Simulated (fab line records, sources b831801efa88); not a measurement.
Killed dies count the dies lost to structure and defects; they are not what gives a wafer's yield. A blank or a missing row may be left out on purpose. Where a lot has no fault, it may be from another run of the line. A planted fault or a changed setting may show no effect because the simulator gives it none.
Which tool is to blame? / flow sky130 / Sampling: 24 lots, 72 wafers, 4 of 708 route steps

WHAT THE GAUGES READ, wafer by wafer
SKY_CAP2M_RS_MEAS_03: uses a four-point probe to measure. Usual: for CAP2M_TIN_RS the level is 6.93 ohm/sq and the standard deviation is 0.085.
lot=L074; measured=day 39 15:36; on=film_metro-04; CAP2M_TIN_RS (ohm/sq)=6.97 6.97 6.93; flag=
lot=L075; measured=day 40 01:42; on=film_metro-03; CAP2M_TIN_RS (ohm/sq)=6.98 7.01 7.00; flag=
lot=L076; measured=day 41 05:01; on=film_metro-02; CAP2M_TIN_RS (ohm/sq)=6.99 7.02 6.99; flag=
lot=L077; measured=day 41 06:11; on=film_metro-03; CAP2M_TIN_RS (ohm/sq)=6.94 6.93 6.94; flag=
lot=L079; measured=day 41 10:17; on=film_metro-04; CAP2M_TIN_RS (ohm/sq)=6.79 6.83 6.81; flag=
lot=L078; measured=day 41 12:16; on=film_metro-03; CAP2M_TIN_RS (ohm/sq)=7.01 7.02 6.98; flag=
lot=L080; measured=day 41 12:27; on=film_metro-02; CAP2M_TIN_RS (ohm/sq)=6.82 6.84 6.81; flag=
lot=L081; measured=day 41 15:43; on=film_metro-04; CAP2M_TIN_RS (ohm/sq)=7.02 7.00 7.04; flag=
lot=L082; measured=day 42 08:47; on=film_metro-04; CAP2M_TIN_RS (ohm/sq)=6.95 6.93 6.98; flag=
lot=L083; measured=day 42 10:42; on=film_metro-03; CAP2M_TIN_RS (ohm/sq)=6.91 6.87 6.83; flag=
lot=L085; measured=day 42 19:28; on=film_metro-04; CAP2M_TIN_RS (ohm/sq)=6.88 6.90 6.94; flag=
lot=L084; measured=day 42 19:59; on=film_metro-02; CAP2M_TIN_RS (ohm/sq)=6.94 6.95 6.96; flag=
lot=L086; measured=day 43 09:38; on=film_metro-02; CAP2M_TIN_RS (ohm/sq)=6.84 6.83 6.82; flag=
lot=L089; measured=day 44 10:52; on=film_metro-02; CAP2M_TIN_RS (ohm/sq)=6.91 6.92 6.94; flag=
lot=L087; measured=day 44 14:14; on=film_metro-02; CAP2M_TIN_RS (ohm/sq)=6.84 6.82 6.86; flag=
lot=L088; measured=day 44 14:23; on=film_metro-04; CAP2M_TIN_RS (ohm/sq)=6.98 7.04 7.01; flag=
lot=L090; measured=day 44 14:33; on=film_metro-03; CAP2M_TIN_RS (ohm/sq)=6.87 6.85 6.84; flag=
lot=L091; measured=day 44 15:49; on=film_metro-04; CAP2M_TIN_RS (ohm/sq)=7.13 7.06 7.14; flag=
lot=L092; measured=day 44 18:46; on=film_metro-04; CAP2M_TIN_RS (ohm/sq)=6.94 6.99 6.95; flag=
lot=L093; measured=day 44 19:56; on=film_metro-04; CAP2M_TIN_RS (ohm/sq)=6.88 6.94 6.94; flag=
lot=L094; measured=day 45 07:16; on=film_metro-04; CAP2M_TIN_RS (ohm/sq)=7.07 6.98 7.04; flag=
lot=L095; measured=day 45 12:44; on=film_metro-04; CAP2M_TIN_RS (ohm/sq)=6.91 6.99 6.85; flag=
lot=L096; measured=day 45 16:38; on=film_metro-02; CAP2M_TIN_RS (ohm/sq)=6.82 6.83 6.82; flag=
lot=L097; measured=day 45 19:01; on=film_metro-04; CAP2M_TIN_RS (ohm/sq)=6.86 6.93 6.85; flag=

SKY_CAP2M_OVL_MEAS_12. Usual: for CAP2M_OVL the level is -0.8 nm and the standard deviation is 1.3.
lot=L074; measured=day 40 15:51; on=overlay-02; CAP2M_OVL (nm)=0.4 -1.1 -0.2; flag=
lot=L075; measured=day 41 01:58; on=overlay-01; CAP2M_OVL (nm)=-0.2 -1.5 -1.3; flag=
lot=L076; measured=day 42 04:11; on=overlay-02; CAP2M_OVL (nm)=0.0 0.0 -0.8; flag=
lot=L077; measured=day 42 05:06; on=overlay-02; CAP2M_OVL (nm)=-0.6 -1.8 -0.8; flag=
lot=L079; measured=day 42 09:28; on=overlay-01; CAP2M_OVL (nm)=-1.1 1.0 -0.7; flag=
lot=L078; measured=day 42 11:12; on=overlay-02; CAP2M_OVL (nm)=0.9 0.5 1.1; flag=
lot=L080; measured=day 42 11:26; on=overlay-01; CAP2M_OVL (nm)=-2.6 -2.6 -3.9; flag=
lot=L081; measured=day 42 14:09; on=overlay-02; CAP2M_OVL (nm)=1.2 1.5 1.0; flag=
lot=L082; measured=day 43 06:25; on=overlay-02; CAP2M_OVL (nm)=-0.6 1.0 -1.2; flag=
lot=L083; measured=day 43 09:18; on=overlay-01; CAP2M_OVL (nm)=-1.0 -1.7 -1.3; flag=
lot=L085; measured=day 43 16:59; on=overlay-02; CAP2M_OVL (nm)=-1.3 -1.0 -2.4; flag=
lot=L084; measured=day 43 18:04; on=overlay-01; CAP2M_OVL (nm)=0.2 1.8 -0.2; flag=
lot=L086; measured=day 44 07:08; on=overlay-01; CAP2M_OVL (nm)=-1.8 -0.5 -1.4; flag=
lot=L089; measured=day 45 08:45; on=overlay-02; CAP2M_OVL (nm)=-0.4 -1.5 -1.4; flag=
lot=L087; measured=day 45 11:06; on=overlay-02; CAP2M_OVL (nm)=-0.7 -1.8 -0.6; flag=
lot=L088; measured=day 45 11:22; on=overlay-01; CAP2M_OVL (nm)=-2.7 -0.2 -1.7; flag=
lot=L090; measured=day 45 11:39; on=overlay-01; CAP2M_OVL (nm)=-1.5 -0.9 -1.1; flag=
lot=L091; measured=day 45 13:13; on=overlay-02; CAP2M_OVL (nm)=-0.7 -1.5 -0.8; flag=
lot=L092; measured=day 45 15:49; on=overlay-01; CAP2M_OVL (nm)=0.9 0.5 0.3; flag=
lot=L093; measured=day 45 16:16; on=overlay-01; CAP2M_OVL (nm)=-1.8 -2.0 -1.4; flag=
lot=L094; measured=day 46 04:03; on=overlay-01; CAP2M_OVL (nm)=-0.3 -1.0 -0.7; flag=
lot=L095; measured=day 46 09:34; on=overlay-01; CAP2M_OVL (nm)=0.6 0.8 1.0; flag=
lot=L096; measured=day 46 12:40; on=overlay-01; CAP2M_OVL (nm)=-2.6 -2.6 -2.7; flag=
lot=L097; measured=day 46 15:55; on=overlay-01; CAP2M_OVL (nm)=-2.1 -1.6 -1.1; flag=

WHAT TOOL EACH LOT RAN ON (gives the tool, then ch and the chambers of the sampled wafers, and finally the start)
lot=L074; SKY_VIA3_CMP_02=cmp-02 ch 1,2,3, day 38 14:31; SKY_METAL4_SPUTTER_04=pvd_sputter-03, day 39 15:20
lot=L075; SKY_VIA3_CMP_02=cmp-01 ch 0,1,2, day 38 22:55; SKY_METAL4_SPUTTER_04=pvd_sputter-04, day 40 01:26
lot=L076; SKY_VIA3_CMP_02=cmp-01 ch 0,1,2, day 40 02:52; SKY_METAL4_SPUTTER_04=pvd_sputter-02, day 41 04:47
lot=L077; SKY_VIA3_CMP_02=cmp-02 ch 0,2,3, day 40 03:47; SKY_METAL4_SPUTTER_04=pvd_sputter-03, day 41 05:56
lot=L079; SKY_VIA3_CMP_02=cmp-02 ch 0,1,2, day 40 07:28; SKY_METAL4_SPUTTER_04=pvd_sputter-04, day 41 10:03
lot=L078; SKY_VIA3_CMP_02=cmp-02 ch 1,2,3, day 40 08:53; SKY_METAL4_SPUTTER_04=pvd_sputter-02, day 41 12:01
lot=L080; SKY_VIA3_CMP_02=cmp-01 ch 0,1,2, day 40 09:05; SKY_METAL4_SPUTTER_04=pvd_sputter-03, day 41 12:13
lot=L081; SKY_VIA3_CMP_02=cmp-01 ch 0,1,2, day 40 12:48; SKY_METAL4_SPUTTER_04=pvd_sputter-04, day 41 15:28
lot=L082; SKY_VIA3_CMP_02=cmp-01 ch 1,2, day 41 07:43; SKY_METAL4_SPUTTER_04=pvd_sputter-03, day 42 08:32
lot=L083; SKY_VIA3_CMP_02=cmp-01 ch 1,2,3, day 41 09:04; SKY_METAL4_SPUTTER_04=pvd_sputter-02, day 42 10:26
lot=L085; SKY_VIA3_CMP_02=cmp-02 ch 2,3, day 41 17:54; SKY_METAL4_SPUTTER_04=pvd_sputter-03, day 42 19:07
lot=L084; SKY_VIA3_CMP_02=cmp-01 ch 1,2, day 41 18:54; SKY_METAL4_SPUTTER_04=pvd_sputter-03, day 42 19:44
lot=L086; SKY_VIA3_CMP_02=cmp-01 ch 0,1,3, day 42 08:52; SKY_METAL4_SPUTTER_04=pvd_sputter-04, day 43 09:23
lot=L089; SKY_VIA3_CMP_02=cmp-01 ch 1,2,3, day 43 11:11; SKY_METAL4_SPUTTER_04=pvd_sputter-03, day 44 10:36
lot=L087; SKY_VIA3_CMP_02=cmp-02 ch 1,2,3, day 43 12:38; SKY_METAL4_SPUTTER_04=pvd_sputter-02, day 44 13:59
lot=L088; SKY_VIA3_CMP_02=cmp-01 ch 0,2,3, day 43 13:11; SKY_METAL4_SPUTTER_04=pvd_sputter-03, day 44 14:07
lot=L090; SKY_VIA3_CMP_02=cmp-02 ch 1,2,3, day 43 13:12; SKY_METAL4_SPUTTER_04=pvd_sputter-02, day 44 14:17
lot=L091; SKY_VIA3_CMP_02=cmp-02 ch 0,1,2, day 43 14:49; SKY_METAL4_SPUTTER_04=pvd_sputter-03, day 44 15:31
lot=L092; SKY_VIA3_CMP_02=cmp-02 ch 1,2,3, day 43 17:47; SKY_METAL4_SPUTTER_04=pvd_sputter-03, day 44 18:29
lot=L093; SKY_VIA3_CMP_02=cmp-01 ch 1,2, day 43 18:47; SKY_METAL4_SPUTTER_04=pvd_sputter-03, day 44 19:39
lot=L094; SKY_VIA3_CMP_02=cmp-02 ch 0,2, day 44 07:51; SKY_METAL4_SPUTTER_04=pvd_sputter-02, day 45 07:01
lot=L095; SKY_VIA3_CMP_02=cmp-02 ch 0,1,3, day 44 13:27; SKY_METAL4_SPUTTER_04=pvd_sputter-04, day 45 12:28
lot=L096; SKY_VIA3_CMP_02=cmp-01 ch 0,1, day 44 17:42; SKY_METAL4_SPUTTER_04=pvd_sputter-02, day 45 16:20
lot=L097; SKY_VIA3_CMP_02=cmp-01 ch 0,1,2, day 44 19:44; SKY_METAL4_SPUTTER_04=pvd_sputter-02, day 45 18:47
- SKY_VIA3_CMP_02: polishes SiO2.
- SKY_METAL4_SPUTTER_04: material TiN, target thk 70 nm, time 58.3 s.

WHAT THE TOOLS THEMSELVES READ (means of the sampled wafers that have a number; where no wafer has one, the mark that the record gives instead)
SKY_VIA3_CMP_02. Usual: motor_current_A 12.1 A, standard deviation 1.5; slurry_flow_ml_min 149.9, standard deviation 0.43.
lot=L074; tool=cmp-02; motor_current_A (A)=11.1; slurry_flow_ml_min=149.7; flag=
lot=L075; tool=cmp-01; motor_current_A (A)=13.3; slurry_flow_ml_min=150.0; flag=
lot=L076; tool=cmp-01; motor_current_A (A)=13.0; slurry_flow_ml_min=149.8; flag=
lot=L077; tool=cmp-02; motor_current_A (A)=11.5; slurry_flow_ml_min=150.0; flag=
lot=L079; tool=cmp-02; motor_current_A (A)=11.4; slurry_flow_ml_min=149.9; flag=
lot=L078; tool=cmp-02; motor_current_A (A)=10.8; slurry_flow_ml_min=150.0; flag=
lot=L080; tool=cmp-01; motor_current_A (A)=13.5; slurry_flow_ml_min=150.2; flag=
lot=L081; tool=cmp-01; motor_current_A (A)=13.9; slurry_flow_ml_min=149.9; flag=
lot=L082; tool=cmp-01; motor_current_A (A)=12.5; slurry_flow_ml_min=149.6; flag=
lot=L083; tool=cmp-01; motor_current_A (A)=12.6; slurry_flow_ml_min=149.8; flag=
lot=L085; tool=cmp-02; motor_current_A (A)=11.8; slurry_flow_ml_min=150.6; flag=
lot=L084; tool=cmp-01; motor_current_A (A)=12.7; slurry_flow_ml_min=150.3; flag=
lot=L086; tool=cmp-01; motor_current_A (A)=13.3; slurry_flow_ml_min=149.8; flag=
lot=L089; tool=cmp-01; motor_current_A (A)=12.4; slurry_flow_ml_min=150.2; flag=
lot=L087; tool=cmp-02; motor_current_A (A)=10.8; slurry_flow_ml_min=149.6; flag=
lot=L088; tool=cmp-01; motor_current_A (A)=13.4; slurry_flow_ml_min=150.1; flag=
lot=L090; tool=cmp-02; motor_current_A (A)=10.8; slurry_flow_ml_min=149.7; flag=
lot=L091; tool=cmp-02; motor_current_A (A)=11.1; slurry_flow_ml_min=150.1; flag=
lot=L092; tool=cmp-02; motor_current_A (A)=10.3; slurry_flow_ml_min=149.7; flag=
lot=L093; tool=cmp-01; motor_current_A (A)=12.6; slurry_flow_ml_min=150.1; flag=
lot=L094; tool=cmp-02; motor_current_A (A)=12.2; slurry_flow_ml_min=150.1; flag=
lot=L095; tool=cmp-02; motor_current_A (A)=10.5; slurry_flow_ml_min=150.0; flag=
lot=L096; tool=cmp-01; motor_current_A (A)=12.5; slurry_flow_ml_min=149.7; flag=
lot=L097; tool=cmp-01; motor_current_A (A)=13.3; slurry_flow_ml_min=150.3; flag=

SKY_METAL4_SPUTTER_04. Usual: throttle_valve_pct at 30.4 %, with a standard deviation of 0.89.
lot=L074; tool=pvd_sputter-03; throttle_valve_pct (%)=30.6; flag=
lot=L075; tool=pvd_sputter-04; throttle_valve_pct (%)=29.4; flag=
lot=L076; tool=pvd_sputter-02; throttle_valve_pct (%)=30.9; flag=
lot=L077; tool=pvd_sputter-03; throttle_valve_pct (%)=31.0; flag=
lot=L079; tool=pvd_sputter-04; throttle_valve_pct (%)=29.4; flag=
lot=L078; tool=pvd_sputter-02; throttle_valve_pct (%)=31.3; flag=
lot=L080; tool=pvd_sputter-03; throttle_valve_pct (%)=30.6; flag=
lot=L081; tool=pvd_sputter-04; throttle_valve_pct (%)=29.4; flag=
lot=L082; tool=pvd_sputter-03; throttle_valve_pct (%)=30.8; flag=
lot=L083; tool=pvd_sputter-02; throttle_valve_pct (%)=31.1; flag=
lot=L085; tool=pvd_sputter-03; throttle_valve_pct (%)=30.2; flag=
lot=L084; tool=pvd_sputter-03; throttle_valve_pct (%)=30.3; flag=
lot=L086; tool=pvd_sputter-04; throttle_valve_pct (%)=29.7; flag=
lot=L089; tool=pvd_sputter-03; throttle_valve_pct (%)=30.9; flag=
lot=L087; tool=pvd_sputter-02; throttle_valve_pct (%)=30.5; flag=
lot=L088; tool=pvd_sputter-03; throttle_valve_pct (%)=30.2; flag=
lot=L090; tool=pvd_sputter-02; throttle_valve_pct (%)=30.3; flag=
lot=L091; tool=pvd_sputter-03; throttle_valve_pct (%)=30.8; flag=
lot=L092; tool=pvd_sputter-03; throttle_valve_pct (%)=30.8; flag=
lot=L093; tool=pvd_sputter-03; throttle_valve_pct (%)=30.7; flag=
lot=L094; tool=pvd_sputter-02; throttle_valve_pct (%)=31.5; flag=
lot=L095; tool=pvd_sputter-04; throttle_valve_pct (%)=29.4; flag=
lot=L096; tool=pvd_sputter-02; throttle_valve_pct (%)=30.7; flag=
lot=L097; tool=pvd_sputter-02; throttle_valve_pct (%)=30.8; flag=

THE ANSWER, worked out from the rows above alone
Rule: a lot counts as off when the mean over its wafers that have a number is more than 3 standard deviations away from the usual mean. Also off: a lot with no number at a reading for which 4 or more lots have one. All remaining lots with rows at the step are treated as sound. First the gauges in route order, then the tools' own readings, where a lot's mean is used as printed above. At the first step where some lot is off, the reading lying furthest off is the one used; lots without a number count as furthest.
Nothing can be told from this: no lot is off at any reading shown.

WHAT THE SIMULATOR PUT IN
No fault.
